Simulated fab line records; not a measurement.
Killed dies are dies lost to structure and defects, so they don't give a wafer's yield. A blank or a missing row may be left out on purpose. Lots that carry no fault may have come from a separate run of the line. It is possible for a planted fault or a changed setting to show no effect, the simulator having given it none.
The tool behind it: which one?    flow sky130    11 lots with 33 wafers sampled at 7 steps, on a route of 708 steps

WHAT EACH GAUGE READ, for each wafer
SKY_POLY_CUT_OVL_MEAS_09.
lot   measured      on          POLY_CUT_OVL (nm)
L195  day 24 01:32  overlay-01  4 5 1
L197  day 24 22:47  overlay-01  2 2 7
L199  day 25 17:07  overlay-01  0 4 7
L203  day 28 12:44  overlay-01  1 -1 -5
L204  day 28 13:10  overlay-02  2 5 -1
L205  day 28 21:18  overlay-01  -7 -1 -3
L212  day 30 04:50  overlay-01  1 -4 -1
L214  day 31 16:11  overlay-01  -4 0 -1
L215  day 31 16:25  overlay-02  2 4 9
L216  day 31 20:31  overlay-02  0 3 6
L217  day 31 22:40  overlay-01  3 5 -1

SKY_SD_P_OVL_MEAS_08.
lot   measured      on          SD_P_OVL (nm)
L195  day 25 07:32  overlay-02  0.6 0.4 -3.2
L197  day 26 04:14  overlay-01  -1.2 -0.3 -1.0
L199  day 26 22:29  overlay-01  -2.2 -0.5 -2.1
L203  day 29 16:41  overlay-01  -1.4 -1.2 -0.5
L204  day 29 17:35  overlay-02  -0.6 -1.2 -0.5
L205  day 30 02:21  overlay-01  -2.5 -1.5 -0.9
L212  day 31 08:32  overlay-02  1.4 -0.5 2.1
L214  day 32 18:47  overlay-02  1.7 -1.0 0.9
L215  day 32 19:46  overlay-02  -1.0 1.1 0.8
L216  day 32 23:02  overlay-02  -0.9 -0.9 -1.7
L217  day 33 01:53  overlay-02  -0.6 0.7 -0.8

SKY_SD_N_TW_MEAS_12.
lot   measured      on             SD_N_TW
L195  day 27 17:50  film metro-04  3994 4002 4012
L197  day 28 14:58  film metro-04  4022 3988 4015
L199  day 29 08:18  film metro-02  3963 3968 3957
L203  day 32 00:23  film metro-04  3778 3765 3771 3784 3789 3774
L204  day 32 00:40  film metro-02  3762 3768 3768 3768 3799 3774
L205  day 32 09:55  film metro-02  3792 3796 3787 3788 3775 3778
L212  day 33 15:53  film metro-03  4053 4024 4044
L214  day 34 23:56  film metro-04  4011 4000 3985
L215  day 35 01:01  film metro-02  4027 4014 4037
L216  day 35 02:55  film metro-04  3983 3988 3994
L217  day 35 05:57  film metro-03  4059 4051 4022

SKY_SD_N_RS_MEAS_16: uses a four-point probe to measure.
lot   measured      on             SD_N_RS (ohm/sq)
L195  day 27 18:07  film metro-02  68.49 68.43 68.54
L197  day 28 15:14  film metro-03  68.44 68.45 68.47
L199  day 29 08:35  film metro-03  68.40 68.40 68.46
L203  day 32 02:58  film metro-03  76.53 76.58 76.33 76.56 76.46 76.59
L204  day 32 03:34  film metro-02  76.75 76.42 76.77 76.52 76.50 76.48
L205  day 32 17:14  film metro-03  76.49 76.44 76.38 76.49 76.49 76.41
L212  day 33 16:11  film metro-03  68.47 68.44 68.57
L214  day 35 00:14  film metro-04  68.70 68.66 68.65
L215  day 35 01:22  film metro-03  68.57 68.56 68.45
L216  day 35 03:12  film metro-02  68.63 68.30 68.60
L217  day 35 06:14  film metro-04  68.60 68.60 68.59

TOOL THAT RAN EACH LOT (tool first, then ch and the chambers of the sampled wafers, then the start)
lot   SKY_SD_N_IMPLANT_09              SKY_SD_N_STRIP_11                     SKY_SD_N_RTA_14
L195  implanter-03 ch 0, day 27 17:25  plasma asher-04 ch 0,1, day 27 17:43  rtp anneal-02 ch 0, day 27 17:56
L197  implanter-03 ch 0, day 28 14:34  plasma asher-01 ch 0,1, day 28 14:52  rtp anneal-02 ch 0, day 28 15:04
L199  implanter-03 ch 0, day 29 07:54  plasma asher-01 ch 0,1, day 29 08:12  rtp anneal-02 ch 0, day 29 08:25
L203  implanter-03 ch 0, day 32 00:02  plasma asher-04 ch 0,1, day 32 00:17  rtp anneal-02 ch 0, day 32 02:38
L204  implanter-03 ch 0, day 32 00:16  plasma asher-01 ch 0,1, day 32 00:34  rtp anneal-01 ch 0, day 32 03:23
L205  implanter-03 ch 0, day 32 09:32  plasma asher-03 ch 0,1, day 32 09:49  rtp anneal-02 ch 0, day 32 17:00
L212  implanter-01 ch 0, day 33 15:31  plasma asher-04 ch 0,1, day 33 15:47  rtp anneal-02 ch 0, day 33 15:59
L214  implanter-01 ch 0, day 34 23:32  plasma asher-04 ch 0,1, day 34 23:50  rtp anneal-01 ch 0, day 35 00:04
L215  implanter-01 ch 0, day 35 00:37  plasma asher-03 ch 0,1, day 35 00:55  rtp anneal-02 ch 0, day 35 01:11
L216  implanter-01 ch 0, day 35 02:31  plasma asher-03 ch 0,1, day 35 02:49  rtp anneal-01 ch 0, day 35 03:01
L217  implanter-03 ch 0, day 35 05:33  plasma asher-03 ch 0,1, day 35 05:51  rtp anneal-02 ch 0, day 35 06:04
- SKY_SD_N_IMPLANT_09
- SKY_SD_N_STRIP_11: strips in O2/N2.
- SKY_SD_N_RTA_14: time 2 s.

WHAT THE TOOLS THEMSELVES READ (means of the sampled wafers that have a number; where no wafer has one, the mark that the record gives instead)
SKY_SD_N_IMPLANT_09.
lot   tool          beam energy keV
L195  implanter-03  49.997
L197  implanter-03  50.005
L199  implanter-03  50.016
L203  implanter-03  39.811
L204  implanter-03  39.816
L205  implanter-03  39.833
L212  implanter-01  49.996
L214  implanter-01  50.015
L215  implanter-01  49.989
L216  implanter-01  49.995
L217  implanter-03  50.005

SKY_SD_N_STRIP_11.
lot   tool             drypump motor current A (A)  oes product au (a.u.)  strip time to endpoint s (s)
L195  plasma asher-04  5.8                          0.524                  22.51
L197  plasma asher-01  5.4                          0.528                  22.57
L199  plasma asher-01  5.4                          0.528                  22.54
L203  plasma asher-04  5.9                          0.554                  21.06
L204  plasma asher-01  5.3                          0.548                  21.00
L205  plasma asher-03  6.1                          0.553                  21.06
L212  plasma asher-04  5.8                          0.525                  22.48
L214  plasma asher-04  5.9                          0.524                  22.53
L215  plasma asher-03  6.1                          0.526                  22.56
L216  plasma asher-03  6.0                          0.527                  22.50
L217  plasma asher-03  6.0                          0.527                  22.58

SKY_SD_N_RTA_14.
lot   tool           lamp power pct (%)  wafer_temp_C_max
L195  rtp anneal-02  15.74               1077.2
L197  rtp anneal-02  15.70               1076.5
L199  rtp anneal-02  15.74               1078.0
L203  rtp anneal-02  15.75               1077.7
L204  rtp anneal-01  15.72               1077.9
L205  rtp anneal-02  15.75               1078.3
L212  rtp anneal-02  15.73               1078.2
L214  rtp anneal-01  15.74               1078.0
L215  rtp anneal-02  15.79               1077.8
L216  rtp anneal-01  15.74               1078.6
L217  rtp anneal-02  15.75               1079.7

THE ANSWER, worked out from the rows above alone
Rule: usual is defined by the lots themselves. The widest of any qualifying gaps counts: lots, ordered by their means at a reading, are off when they make up no more than a third of the lots, leave a main group of 4 or more, and stand apart from it by 3 or more times the standard deviation of that group's means. If all means in a main group match to the digits the tables above print for the reading, that group is not used. A lot without any number at a reading at which 4 lots or more have one is off too. The other lots that the step has rows for count as sound. First the gauges in route order, then the tools' own readings, where a lot's mean is used as printed above. The first step at which some lot is off is used, and at that step the reading that is off furthest; a lot without a number counts as furthest.
Off: at SKY_SD_N_TW_MEAS_12 (SD_N_TW), L203, L204, L205. Main group: mean 4009, sd 26.
If a tool, at a process step before that reading, ran all the lots that are off and no sound lot after the first of them, it fits. The gauges at SKY_SD_N_TW_MEAS_12 aren't tried: what is off there is off at SKY_SD_N_IMPLANT_09 too, on other tools, and a gauge's error can't cause that. Not one of the candidates tried fits.

WHAT WAS PUT IN BY THE SIMULATOR
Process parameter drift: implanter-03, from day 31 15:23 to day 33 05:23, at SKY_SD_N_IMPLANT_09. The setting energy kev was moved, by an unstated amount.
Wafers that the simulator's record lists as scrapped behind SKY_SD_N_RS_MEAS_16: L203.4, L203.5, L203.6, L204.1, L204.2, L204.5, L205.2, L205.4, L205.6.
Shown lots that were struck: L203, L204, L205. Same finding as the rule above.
